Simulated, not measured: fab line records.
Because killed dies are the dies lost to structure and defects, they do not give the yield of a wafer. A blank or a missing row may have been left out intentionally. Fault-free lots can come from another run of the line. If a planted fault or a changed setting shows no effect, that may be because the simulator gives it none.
Which tool was responsible? | flow sky130 | 10 lots, 30 wafers sampled, at 6 steps of a route of 708

## WHAT THE GAUGES SHOWED, per wafer
SKY_SD_P_TW_MEAS_11.
lot  | measured     | on            | SD_P_TW
L278 | day 26 02:13 | film-metro-01 | 2801 2801 2795
L282 | day 27 14:58 | film-metro-01 | 2653 2665 2667
L283 | day 27 21:52 | film-metro-03 | 2656 2645 2655
L292 | day 31 01:40 | film-metro-04 | 2820 2827 2845
L293 | day 31 03:35 | film-metro-03 | 2814 2823 2842
L294 | day 31 14:53 | film-metro-04 | 2832 2837 2818
L295 | day 32 03:50 | film-metro-01 | 2819 2821 2815
L296 | day 32 10:31 | film-metro-03 | 2828 2816 2825
L297 | day 32 11:46 | film-metro-03 | 2817 2806 2822
L299 | day 32 20:59 | film-metro-03 | 2812 2796 2801

SKY_SD_N_RS_MEAS_17: measures by four-point-probe.
lot  | measured     | on            | SD_P_RS (ohm/sq)
L278 | day 28 12:19 | film-metro-01 | 146.8 147.3 147.0
L282 | day 30 00:43 | film-metro-04 | 161.7 161.9 162.2
L283 | day 30 07:19 | film-metro-03 | 160.7 160.8 161.4
L292 | day 33 08:22 | film-metro-01 | 146.8 147.1 147.4
L293 | day 33 09:40 | film-metro-01 | 147.3 147.5 147.3
L294 | day 33 20:38 | film-metro-04 | 147.0 147.0 146.9
L295 | day 34 09:47 | film-metro-01 | 146.6 146.5 146.7
L296 | day 34 17:10 | film-metro-03 | 147.5 147.1 147.6
L297 | day 34 17:47 | film-metro-04 | 147.4 147.6 147.7
L299 | day 35 02:37 | film-metro-03 | 147.0 147.1 147.6

SKY_CONTACT_RS_MEAS_25: measures by four-point-probe.
lot  | measured     | on            | CONTACT_W_RS (ohm/sq)
L278 | day 32 03:23 | film-metro-02 | 0.339 0.339 0.340
L282 | day 33 13:54 | film-metro-02 | 0.337 0.337 0.337
L283 | day 33 21:59 | film-metro-02 | 0.335 0.337 0.333
L292 | day 36 20:07 | film-metro-02 | 0.329 0.340 0.329
L293 | day 36 22:01 | film-metro-03 | 0.346 0.347 0.343
L294 | day 37 08:41 | film-metro-02 | 0.341 0.327 0.330
L295 | day 37 19:49 | film-metro-04 | 0.333 0.334 0.334
L296 | day 38 03:07 | film-metro-02 | 0.338 0.338 0.340
L297 | day 38 04:19 | film-metro-02 | 0.339 0.336 0.339
L299 | day 38 13:11 | film-metro-04 | 0.325 0.340 0.327

SKY_VIA1_RS_MEAS_22: measures by four-point-probe.
lot  | measured     | on            | VIA1_W_RS (ohm/sq)
L278 | day 34 11:47 | film-metro-04 | 0.415 0.427 0.415
L282 | day 35 22:16 | film-metro-04 | 0.414 0.424 0.414
L283 | day 36 05:54 | film-metro-01 | 0.426 0.426 0.426
L292 | day 39 01:26 | film-metro-03 | 0.427 0.423 0.423
L293 | day 39 04:18 | film-metro-03 | 0.430 0.425 0.429
L294 | day 39 14:36 | film-metro-01 | 0.410 0.428 0.416
L295 | day 40 01:54 | film-metro-03 | 0.429 0.427 0.429
L296 | day 40 08:24 | film-metro-01 | 0.427 0.422 0.410
L297 | day 40 09:35 | film-metro-04 | 0.416 0.427 0.415
L299 | day 40 17:20 | film-metro-03 | 0.431 0.429 0.431

## WHICH TOOL RAN EACH LOT (tool, then ch and the chambers of the sampled wafers, then the start)
lot  | SKY_SD_P_IMPLANT_09             | SKY_SD_P_STRIP_10
L278 | implanter-04 ch 0, day 26 01:58 | plasma-asher-04 ch 0,1, day 26 02:07
L282 | implanter-02 ch 0, day 27 14:43 | plasma-asher-02 ch 0,1, day 27 14:52
L283 | implanter-02 ch 0, day 27 21:40 | plasma-asher-04 ch 0,1, day 27 21:46
L292 | implanter-01 ch 0, day 31 01:26 | plasma-asher-03 ch 0,1, day 31 01:35
L293 | implanter-02 ch 0, day 31 03:22 | plasma-asher-04 ch 0,1, day 31 03:29
L294 | implanter-04 ch 0, day 31 14:38 | plasma-asher-03 ch 0,1, day 31 14:47
L295 | implanter-04 ch 0, day 32 03:37 | plasma-asher-02 ch 0,1, day 32 03:44
L296 | implanter-02 ch 0, day 32 10:19 | plasma-asher-02 ch 0,1, day 32 10:26
L297 | implanter-02 ch 0, day 32 11:32 | plasma-asher-02 ch 0,1, day 32 11:41
L299 | implanter-01 ch 0, day 32 20:44 | plasma-asher-03 ch 0,1, day 32 20:53
- SKY_SD_P_IMPLANT_09
- SKY_SD_P_STRIP_10: strips in O2/N2.

## AS READ BY THE TOOLS THEMSELVES (means over the sampled wafers that have a number; for cases with no such wafer, the mark the record gives instead)
SKY_SD_P_IMPLANT_09.
lot  | tool         | beam-energy-keV | tilt-deg (degrees)
L278 | implanter-04 | 20.005          | 0.022
L282 | implanter-02 | 16.157          | 0.002
L283 | implanter-02 | 16.150          | -0.011
L292 | implanter-01 | 20.000          | 0.021
L293 | implanter-02 | 19.999          | 0.014
L294 | implanter-04 | 19.997          | -0.007
L295 | implanter-04 | 20.001          | 0.040
L296 | implanter-02 | 20.000          | -0.006
L297 | implanter-02 | 20.003          | -0.008
L299 | implanter-01 | 20.002          | 0.010

SKY_SD_P_STRIP_10.
lot  | tool            | drypump-motor-current-A (A) | o2-flow-sccm (sccm) | oes-product-au (a.u.) | strip-time-to-endpoint-s (s)
L278 | plasma-asher-04 | 5.7                         | 3008                | 0.619                 | 17.53
L282 | plasma-asher-02 | 5.4                         | 2999                | 0.631                 | 16.89
L283 | plasma-asher-04 | 5.7                         | 3002                | 0.628                 | 16.98
L292 | plasma-asher-03 | 5.3                         | 2998                | 0.616                 | 17.49
L293 | plasma-asher-04 | 5.7                         | 3001                | 0.620                 | 17.51
L294 | plasma-asher-03 | 5.3                         | 3000                | 0.618                 | 17.45
L295 | plasma-asher-02 | 5.4                         | 2990                | 0.614                 | 17.47
L296 | plasma-asher-02 | 5.9                         | 3007                | 0.620                 | 17.57
L297 | plasma-asher-02 | 5.9                         | 3001                | 0.619                 | 17.50
L299 | plasma-asher-03 | 5.3                         | 2994                | 0.616                 | 17.48

## THE ANSWER, worked out from the rows above alone
Rule: the lots themselves supply what counts as usual. Put in order of their means at a reading, lots are off if they are a third of the lots or fewer, leave a main group of 4 or more, and stand apart from it by a gap of 3 or more times the standard deviation of the main group's means; of several such gaps the widest counts. Not used: any main group whose means are identical at the precision the tables above print for the reading. A lot without any number at a reading at which 4 lots or more have one is off too. All remaining lots with rows at the step are treated as sound. First the gauges in route order, then the tools' own readings, where a lot's mean is used as printed above. The first step at which some lot is off is used, and at that step the reading that is off furthest; a lot without a number counts as furthest.
Off: at SKY_SD_P_TW_MEAS_11 (SD_P_TW), L282, L283. Mean 2818 and standard deviation 11 in the main group.
If a tool, at a process step before that reading, ran all the lots that are off and no sound lot after the first of them, it fits. Not tried: the gauges at SKY_SD_P_TW_MEAS_11; whatever is off there is also off at SKY_SD_P_IMPLANT_09, on other tools, and gauge error can't account for it. None of those tried fits.

## WHAT WAS PUT IN BY THE SIMULATOR
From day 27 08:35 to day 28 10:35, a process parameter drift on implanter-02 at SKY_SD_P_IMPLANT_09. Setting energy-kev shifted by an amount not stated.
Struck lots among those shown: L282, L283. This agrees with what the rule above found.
